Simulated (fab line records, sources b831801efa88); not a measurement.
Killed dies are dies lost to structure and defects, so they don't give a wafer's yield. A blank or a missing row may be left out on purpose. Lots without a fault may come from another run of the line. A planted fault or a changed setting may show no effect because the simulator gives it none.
Chamber matching | flow sky130 | SKY_CAP2M_CVD_00 on pecvd-01: 3 sister chambers
The step deposits SiO2, target thk 15.5 nm. 20 wafers are shown with their chamber, then 10 later ones without.

WAFERS WITH THEIR CHAMBER
wafer  | chamber | heater_power_w (W) | susceptor_temp_C (C)
L075.2 | 2       | 699                | 400.02
L075.4 | 1       | 696                | 400.34
L075.6 | 2       | 731                | 399.66
L077.1 | 0       | 638                | 399.62
L077.2 | 1       | 638                | 400.07
L077.3 | 2       | 729                | 399.98
L080.1 | 1       | 625                | 399.60
L080.3 | 0       | 617                | 400.01
L080.5 | 0       | 658                | 400.32
L086.1 | 2       | 719                | 399.87
L086.4 | 1       | 636                | 399.66
L086.6 | 2       | 721                | 399.69
L087.1 | 0       | 545                | 400.48
L087.2 | 2       | 592                | 399.86
L087.5 | 0       | 552                | 400.55
L088.4 | 1       | 685                | 399.79
L088.5 | 0       | 586                | 399.98
L088.6 | 2       | 587                | 400.16
L091.3 | 1       | 606                | 399.77
L091.5 | 0       | 543                | 399.91

SIGNATURES (means of the wafers above)
reading          | chamber 0 | chamber 1 | chamber 2 | scatter within a chamber
heater_power_w   | 591.29    | 647.67    | 682.57    | 51.1
susceptor_temp_C | 400.1243  | 399.8717  | 399.8914  | 0.273
Rule: a wafer's distance from a chamber is the root of the sum, over the readings, of the square of ((its reading less the chamber's mean) divided by the reading's scatter). The wafer belongs to the nearest chamber; if the next one is less than 2 further off, it can't be placed. The scatter: the root of (the sum of the squares of (reading less its chamber's mean) over the shown wafers, divided by (wafers less chambers)).

WAFERS WITHOUT THEIR CHAMBER
wafer  | heater_power_w (W) | susceptor_temp_C (C)
L091.6 | 593                | 400.05
L094.1 | 636                | 399.80
L094.5 | 629                | 399.93
L094.6 | 677                | 399.87
L093.3 | 550                | 399.86
L093.5 | 549                | 400.10
L093.6 | 694                | 399.82
L096.2 | 677                | 400.02
L096.3 | 704                | 399.92
L096.6 | 566                | 399.68

WHICH CHAMBER EACH WENT THROUGH
wafer  | from the rows above          | in truth
L091.6 | can't be placed: 0 or 1 or 2 | 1
L094.1 | can't be placed: 1 or 2 or 0 | 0
L094.5 | can't be placed: 1 or 0 or 2 | 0
L094.6 | can't be placed: 2 or 1 or 0 | 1
L093.3 | can't be placed: 0 or 1 or 2 | 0
L093.5 | can't be placed: 0 or 1 or 2 | 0
L093.6 | can't be placed: 2 or 1 or 0 | 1
L096.2 | can't be placed: 2 or 1 or 0 | 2
L096.3 | can't be placed: 2 or 1 or 0 | 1
L096.6 | can't be placed: 0 or 1 or 2 | 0
Placed correctly: 0 of 10. Can't be placed from these rows: 10 (the true chamber is among the candidates in 10). Placed wrongly: 0.
